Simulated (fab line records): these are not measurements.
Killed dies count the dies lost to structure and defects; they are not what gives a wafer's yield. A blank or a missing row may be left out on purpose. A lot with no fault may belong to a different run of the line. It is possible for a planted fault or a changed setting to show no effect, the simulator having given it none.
fab line records	flow sky130
[record] lots = 13	wafers = 39	lastDay = 51
route steps=708 shown SONOS_ONO@181 RES_PROTECT@215 POLY_GATE@224 PAD_OPEN@708
lots untouched by any fault: they come from a run of this same line in which no faults occurred
startH: start of the lot's first displayed wafer, in hours after the record's first day	waitH: how many hours have passed since the lot's step before this one	" identical to the entry in the row above	L1.1+2: a single row standing in for several wafers	- no value present, or no start provided	* or withheld: withheld	< > ~ a bound
route shown NAME@n: NAME is a module with steps in the file, n the number in the route of the first one	usual: average and standard deviation across the fault-free wafers	same: alike in all rows	chamber/n: place in a boat	sites: the reading at each site	_std_site: the standard deviation of these	_edge_site: the outer-site mean with the inner-site mean subtracted	radiusMm: for every site, how far away it sits from the centre of the wafer	mask NAME#n: copy n	behind: the most recent tool/chamber to have shaped the wafer	hold: what put the lot on hold/how long, in hours/how the hold closed	device: which transistor (n, p or np) failed to switch	end of line: the same wafers' tests at the end of the route	a step with no rows: only its recipe	killed: the dies lost at the first sort to structure and to defects; this is not the yield of the wafer	map: the dies of a wafer, with x for killed, . for not killed, _ for no die there
set.NAME: the run value of the setting; set.NAME@STEP: its run value at that earlier step	model.NAME: the simulator's own value behind a step, which no gauge read
a sample of lots followed through the steps of the route, with each step as a table and each wafer as a row
services: from which hour (startH, from the record's first day; less than 0 if before it) a tool's chamber was out of use, for how many hours, and why
[[steps]]
[step SKY_SONOS_ONO_CD_MEAS_13]
[recipe] targetCdNm = 410
[usual] cdNm = 409.4/2.4
lot.wafer	tool	chamber	startH	waitH	cdNm
L927.1	cdSem-01	-	306.29	0.1	406.7
L927.4	"	-	"	"	408.4
L927.5	"	-	"	"	409.3
L929.1	cdSem-02	-	311.14	0.1	414.2
L929.4	"	-	"	"	412.9
L929.6	"	-	"	"	411.4
L930.1	cdSem-02	-	317.94	0.1	409.7
L930.5	"	-	"	"	409.2
L930.6	"	-	"	"	411.1
L931.1	cdSem-01	-	318.45	0.1	409.0
L931.2	"	-	"	"	410.1
L931.3	"	-	"	"	407.6
L933.2	cdSem-01	-	343.11	0.1	410.0
L933.5	"	-	"	"	409.2
L933.6	"	-	"	"	408.8
L935.1	cdSem-02	-	354.75	0.1	411.4
L935.3	"	-	"	"	412.9
L935.4	"	-	"	"	411.5
L934.3	cdSem-01	-	356.05	0.1	406.7
L934.5	"	-	"	"	407.7
L934.6	"	-	"	"	406.4
L937.2	cdSem-01	-	370.16	0.1	410.5
L937.3	"	-	"	"	409.7
L937.6	"	-	"	"	409.9
L939.2	cdSem-02	-	385.57	0.1	412.8
L939.3	"	-	"	"	411.3
L939.4	"	-	"	"	410.6
L941.1	cdSem-01	-	405.25	0.1	413.7
L941.4	"	-	"	"	414.0
L941.6	"	-	"	"	413.7
L948.1	cdSem-01	-	466.55	0.1	408.2
L948.2	"	-	"	"	407.6
L948.5	"	-	"	"	407.1
L949.4	cdSem-02	-	477.25	0.1	408.0
L949.5	"	-	"	"	408.9
L949.6	"	-	"	"	408.2
L950.1	cdSem-01	-	485.74	0.1	410.1
L950.4	"	-	"	"	410.0
L950.6	"	-	"	"	409.0
[step SKY_RES_PROTECT_TW_MEAS_08]
[usual] POLY_GATE_TW = 4047/47
lot.wafer	tool	chamber	startH	waitH	POLY_GATE_TW
L927.1	filmMetro-02	-	364.29	0.1	4080
L927.4	"	-	"	"	4093
L927.5	"	-	"	"	4083
L929.1	filmMetro-01	-	371.99	0.1	3960
L929.4	"	-	"	"	3952
L929.6	"	-	"	"	3964
L930.1	filmMetro-04	-	379.99	0.1	4087
L930.5	"	-	"	"	4101
L930.6	"	-	"	"	4084
L931.1	filmMetro-02	-	380.77	0.1	4089
L931.2	"	-	"	"	4064
L931.3	"	-	"	"	4091
L933.2	filmMetro-02	-	405.32	0.1	4042
L933.5	"	-	"	"	4070
L933.6	"	-	"	"	4069
L935.1	filmMetro-04	-	419.89	0.1	4055
L935.3	"	-	"	"	4072
L935.4	"	-	"	"	4072
L934.3	filmMetro-01	-	420.08	0.1	3997
L934.5	"	-	"	"	3976
L934.6	"	-	"	"	3971
L937.2	filmMetro-04	-	435.98	0.1	4085
L937.3	"	-	"	"	4075
L937.6	"	-	"	"	4093
L939.2	filmMetro-01	-	451.78	0.1	3974
L939.3	"	-	"	"	3979
L939.4	"	-	"	"	3977
L941.1	filmMetro-04	-	473.32	0.1	4088
L941.4	"	-	"	"	4075
L941.6	"	-	"	"	4051
L948.1	filmMetro-04	-	536.49	0.1	4074
L948.2	"	-	"	"	4079
L948.5	"	-	"	"	4069
L949.4	filmMetro-02	-	544.64	0.1	4074
L949.5	"	-	"	"	4064
L949.6	"	-	"	"	4088
L950.1	filmMetro-04	-	552.21	0.1	4073
L950.4	"	-	"	"	4066
L950.6	"	-	"	"	4081
[step SKY_POLY_GATE_EXPOSE_10]
[recipe] maskId = P1M	na = 0.68	sourceShape = conventional	sigmaOuter = 0.6	targetCdNm = 150	doseMj = 28
lot.wafer	tool	chamber	startH	waitH	mask
L927.1+4+5	krfScanner-02	0	381.40	-	P1M#0
L929.1+4+6	krfScanner-01	0	391.29	-	P1M#0
L930.1+5+6	krfScanner-01	0	396.35	-	P1M#0
L931.1+2+3	krfScanner-01	0	397.61	-	P1M#0
L933.2+5+6	krfScanner-02	0	423.91	-	P1M#0
L934.3+5+6	krfScanner-01	0	438.21	-	P1M#0
L935.1+3+4	krfScanner-02	0	438.44	-	P1M#0
L937.2+3+6	krfScanner-02	0	453.84	-	P1M#0
L939.2+3+4	krfScanner-02	0	469.03	-	P1M_R1#0
L941.1+4+6	krfScanner-02	0	494.81	-	P1M#0
L948.1+2+5	krfScanner-02	0	554.51	-	P1M#0
L949.4+5+6	krfScanner-02	0	562.10	-	P1M#0
L950.1+4+6	krfScanner-01	0	571.32	-	P1M#0
[step SKY_POLY_GATE_CD_MEAS_13]
[recipe] targetCdNm = 150
[usual] cdNm = 149.5/1.2
lot.wafer	tool	chamber	startH	waitH	cdNm
L927.1	cdSem-01	-	395.82	-	148.3
L927.4	"	-	"	"	147.3
L927.5	"	-	"	"	148.5
L929.1	cdSem-01	-	405.92	-	150.0
L929.4	"	-	"	"	149.6
L929.6	"	-	"	"	149.5
L930.1	cdSem-02	-	410.41	-	149.1
L930.5	"	-	"	"	148.2
L930.6	"	-	"	"	148.6
L931.1	cdSem-01	-	412.01	-	150.3
L931.2	"	-	"	"	151.5
L931.3	"	-	"	"	150.5
L933.2	cdSem-02	-	438.72	-	148.7
L933.5	"	-	"	"	146.7
L933.6	"	-	"	"	147.3
L934.3	cdSem-02	-	454.05	-	149.3
L934.5	"	-	"	"	150.7
L934.6	"	-	"	"	148.9
L935.1	cdSem-01	-	454.10	-	149.8
L935.3	"	-	"	"	148.2
L935.4	"	-	"	"	150.5
L937.2	cdSem-01	-	469.29	-	150.4
L937.3	"	-	"	"	150.1
L937.6	"	-	"	"	149.5
L939.2	cdSem-02	-	484.08	-	171.6
L939.3	"	-	"	"	172.0
L939.4	"	-	"	"	171.0
L941.1	cdSem-01	-	509.85	-	149.5
L941.4	"	-	"	"	151.0
L941.6	"	-	"	"	150.8
L948.1	cdSem-01	-	569.36	-	148.8
L948.2	"	-	"	"	149.7
L948.5	"	-	"	"	147.8
L949.4	cdSem-01	-	576.78	-	149.0
L949.5	"	-	"	"	150.1
L949.6	"	-	"	"	151.3
L950.1	cdSem-01	-	586.31	-	149.3
L950.4	"	-	"	"	148.7
L950.6	"	-	"	"	149.4
[step SKY_POLY_GATE_ETCH_16]
[recipe] stopOn = poly-Si	chemistry = CH3F/O2	target = Si3N4	sourceW = 400	biasW = 80	pressureMtorr = 25	ch3fFlowSccm = 40	O2_flow_sccm = 30	timeS = 147.5	targetDepthA = 750
[usual] drypumpMotorCurrentA = 5.7/0.42	oesProductAu = 0.640/0.0057	rfFwdPowerW = 398.3/1.3	throttleValvePct = 10.536/0.0082
lot.wafer	tool	chamber	startH	waitH	drypumpMotorCurrentA	oesProductAu	rfFwdPowerW	rfHoursCounterH	throttleValvePct
L927.1	rieDiel-01	2	396.06	0.0	6.5	0.641	399.5	23	10.554
L927.4	"	1	"	"	5.1	0.633	396.5	4	10.529
L927.5	"	2	"	"	6.4	0.648	399.0	-	10.547
L929.1	rieDiel-03	2	406.16	0.0	6.4	0.628	396.3	15	10.528
L929.4	"	3	"	"	5.8	0.639	396.8	69	10.531
L929.6	"	1	"	"	5.5	0.636	399.3	-	10.529
L930.1	rieDiel-01	2	410.65	0.0	6.4	0.636	399.9	23	10.532
L930.5	"	2	"	"	6.4	0.637	397.9	-	10.539
L930.6	"	1	"	"	5.0	0.636	398.0	-	10.554
L931.1	rieDiel-02	0	412.25	0.0	5.3	0.644	398.9	66	10.540
L931.2	"	3	"	"	5.8	0.640	396.6	14	10.534
L931.3	"	1	"	"	5.5	0.644	401.1	1	10.530
L933.2	rieDiel-03	3	438.93	0.0	5.8	0.628	398.4	70	10.535
L933.5	"	0	"	"	5.7	0.640	397.0	-	10.537
L933.6	"	3	"	"	5.8	0.630	398.9	-	10.532
L934.3	rieDiel-01	1	454.25	0.0	5.1	0.646	397.9	5	10.534
L934.5	"	0	"	"	6.0	0.636	398.7	-	10.531
L934.6	"	3	"	"	5.6	0.642	400.0	-	10.531
L935.1	rieDiel-03	1	454.33	0.0	5.5	0.631	398.7	2	10.535
L935.3	"	0	"	"	5.7	0.636	398.4	15	10.530
L935.4	"	3	"	"	5.8	0.643	399.0	70	10.537
L937.2	rieDiel-03	1	469.51	0.0	5.5	0.637	399.2	3	10.541
L937.3	"	0	"	"	5.7	0.646	398.2	15	10.526
L937.6	"	0	"	"	5.8	0.642	397.8	-	10.526
L939.2	rieDiel-03	1	484.30	0.0	5.5	0.641	399.9	3	10.538
L939.3	"	2	"	"	6.3	0.638	399.1	17	10.531
L939.4	"	3	"	"	5.8	0.648	398.6	71	10.536
L941.1	rieDiel-03	1	510.08	0.0	5.5	0.646	398.2	3	10.521
L941.4	"	2	"	"	6.3	0.649	397.3	17	10.542
L941.6	"	3	"	"	5.8	0.634	400.0	-	10.539
L948.1	rieDiel-03	3	569.60	0.0	5.8	0.640	399.1	72	10.544
L948.2	"	2	"	"	6.4	0.634	398.4	18	10.521
L948.5	"	0	"	"	5.7	0.633	396.3	-	10.537
L949.4	rieDiel-03	0	576.96	0.0	5.7	0.645	396.8	17	10.533
L949.5	"	2	"	"	6.4	0.642	399.5	-	10.532
L949.6	"	3	"	"	5.8	0.645	398.4	-	10.531
L950.1	rieDiel-02	2	586.57	0.0	4.9	0.637	398.4	7	10.548
L950.4	"	1	"	"	5.5	0.653	402.0	4	10.545
L950.6	"	1	"	"	5.5	0.637	401.4	-	10.537
[step SKY_PAD_OPEN_PROBE_99]
[usual] killed_at_M0_to_M3 = 43/6.6	killed_at_M4_up = 3.1/1.9	killedAtContacts = 24/5.2	killedAtFrontEnd = 16/4.5	killedAtOther = 0.4/0.62	killedDies = 87/9	killedOpen = 48/7	killedShort = 39/6.2
[same] grossDies = 492	killedAtBackSide = 0
lot.wafer	tool	chamber	startH	waitH	killed_at_M0_to_M3	killed_at_M4_up	killedAtContacts	killedAtFrontEnd	killedAtOther	killedDies	killedOpen	killedShort
L939.2	prober-01	-	1162.27	0.1	40	4	23	89	0	156	29	51
L939.3	prober-01	-	1162.32	0.2	44	4	13	93	1	155	46	39
L939.4	prober-01	-	1162.37	0.2	41	2	26	70	0	139	45	41
// killed by level:class
L939.2 POLY_GATE:areaExpose=76 METAL2:geometricParticle:short=10 CONTACT:geometricParticle:short=9 VIA1:geometricParticle:open=9 CONTACT:geometricParticle:open=6 METAL1:geometricParticle:short=5 METAL3:geometricParticle:short=5 FIELD_ISO:geometricParticle:short=4
L939.3 POLY_GATE:areaExpose=70 VIA1:geometricParticle:short=8 METAL2:geometricParticle:short=8 VIA1:geometricParticle:open=8 POLY_GATE:geometricParticle:open=5 LI_CONTACT:geometricParticle:open=5 FIELD_ISO:geometricParticle:open=4 SPACER:geometricParticle:open=4
L939.4 POLY_GATE:areaExpose=53 CONTACT:geometricParticle:open=9 VIA2:geometricParticle:open=9 VIA1:geometricParticle:open=8 CONTACT:geometricParticle:short=6 METAL1:geometricParticle:short=6 FIELD_ISO:geometricParticle:short=4 POLY_GATE:geometricParticle:open=4
[[services]]
tool	chamber	startH	hours	kind
krfScanner-02	0	379.79	-	calibration
krfScanner-02	-	380.10	1.3	pm
krfScanner-01	-	381.60	0.8	pm
krfScanner-01	-	393.87	0.8	pm
rieDiel-02	2	405.40	9.6	repair
rieDiel-01	-	409.35	0.4	repair
krfScanner-02	-	409.69	0.8	repair
krfScanner-01	-	427.29	1.9	repair
rieDiel-01	2	433.43	2.8	repair
krfScanner-02	-	439.48	3.2	repair
krfScanner-01	-	445.42	1.3	pm
rieDiel-03	-	466.38	2.8	pm
rieDiel-02	0	466.82	7.2	repair
krfScanner-02	-	482.49	0.8	pm
rieDiel-03	3	487.21	4.8	repair
krfScanner-01	-	493.21	0.5	repair
krfScanner-01	-	502.06	1.0	pm
krfScanner-02	-	510.50	1.0	pm
rieDiel-03	3	513.28	4.2	repair
krfScanner-02	0	548.02	-	calibration
rieDiel-01	1	549.28	2.5	repair
rieDiel-02	0	553.73	8.5	repair
krfScanner-02	-	556.00	1.3	pm
krfScanner-01	-	562.67	0.8	pm
[[key]]
[firstSign] step = SKY_POLY_GATE_EXPOSE_10	reading = mask	direction = changed
[effect] step = SKY_POLY_GATE_CD_MEAS_13	reading = cdNm	direction = up	sigmas = 18	usual = 149.5	struck = 171.5
[effect] step = SKY_PAD_OPEN_PROBE_99	reading = killedAtFrontEnd	direction = up	sigmas = 15	usual = 16	struck = 84
[moreKillsBornAt] SKY_POLY_GATE_EXPOSE_10@krfScanner-02 = 199
metAt SKY_POLY_GATE_EXPOSE_10
struckLots L939
testerLeftOut L939
notActingAt SKY_SONOS_ONO_CD_MEAS_13,SKY_RES_PROTECT_TW_MEAS_08,SKY_POLY_GATE_ETCH_16
onsetBetween 453.84 469.03
[fault] kind = wrongMask	tool = any	chamber = -	onsetH = 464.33	steps = SKY_POLY_GATE_EXPOSE_10	auxCopy = P1M_R1#0	cdOffsetNm = 22	scope = struckLotsOnly
// testerLeftOut: of these lots the tester's yield and bins aren't shown, on N5 and GAA mostly nor the transistor test; their killed dies are dies lost to structure and defects alone, not to doping, threshold or leakage, so they don't give the yield
